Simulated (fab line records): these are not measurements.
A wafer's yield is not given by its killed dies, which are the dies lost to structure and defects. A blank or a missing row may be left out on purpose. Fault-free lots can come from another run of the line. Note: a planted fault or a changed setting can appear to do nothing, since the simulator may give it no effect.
Which tool did it? -- flow sfqLine -- Sampling: 7 lots, 21 wafers, 2 of 325 route steps

== WHAT EACH GAUGE READ, for each wafer ==
SFQ_M3_RS_MEAS_919: uses a four-point probe to measure.
lot,measured,on,M3_NB_RS (ohm/sq)
L100,day 24 12:37,filmMetro-03,0.898 0.893 0.884
L104,day 26 15:34,filmMetro-03,0.887 0.899 0.880
L107,day 27 21:35,filmMetro-04,0.902 0.886 0.907
L110,day 29 00:45,filmMetro-04,0.888 0.896 0.906
L112,day 29 11:22,filmMetro-02,0.904 0.904 0.906
L114,day 30 15:03,filmMetro-03,0.884 0.901 0.898
L122,day 33 09:11,filmMetro-02,0.893 0.870 0.894

== WHAT TOOL EACH LOT RAN ON (gives the tool, then ch and the chambers of the sampled wafers, and finally the start) ==
lot,SFQ_TRILAYER_M2_STRIP_STRIP_061
L100,"rieMetal-02 ch 0,1, day 20 17:04"
L104,"rieMetal-02 ch 0,1, day 23 02:56"
L107,"rieMetal-02 ch 0,1, day 24 12:20"
L110,"rieMetal-01 ch 0, day 25 02:44"
L112,"rieMetal-02 ch 0,1, day 25 12:20"
L114,"rieMetal-02 ch 0,1, day 26 08:11"
L122,"rieMetal-01 ch 0,1, day 29 00:15"
- SFQ_TRILAYER_M2_STRIP_STRIP_061: strips in O2.

== THE ANSWER, worked out from the rows above alone ==
Rule: what is usual is taken from the lots themselves. Put in order of their means at a reading, lots are off if they are a third of the lots or fewer, leave a main group of 4 or more, and stand apart from it by a gap of 3 or more times the standard deviation of the main group's means; of several such gaps the widest counts. Not used: any main group whose means are identical at the precision the tables above print for the reading. A lot without any number at a reading at which 4 lots or more have one is off too. All remaining lots with rows at the step are treated as sound.
None of the lots is off at any reading shown; this tells nothing.

== WHAT WAS PUT IN BY THE SIMULATOR ==
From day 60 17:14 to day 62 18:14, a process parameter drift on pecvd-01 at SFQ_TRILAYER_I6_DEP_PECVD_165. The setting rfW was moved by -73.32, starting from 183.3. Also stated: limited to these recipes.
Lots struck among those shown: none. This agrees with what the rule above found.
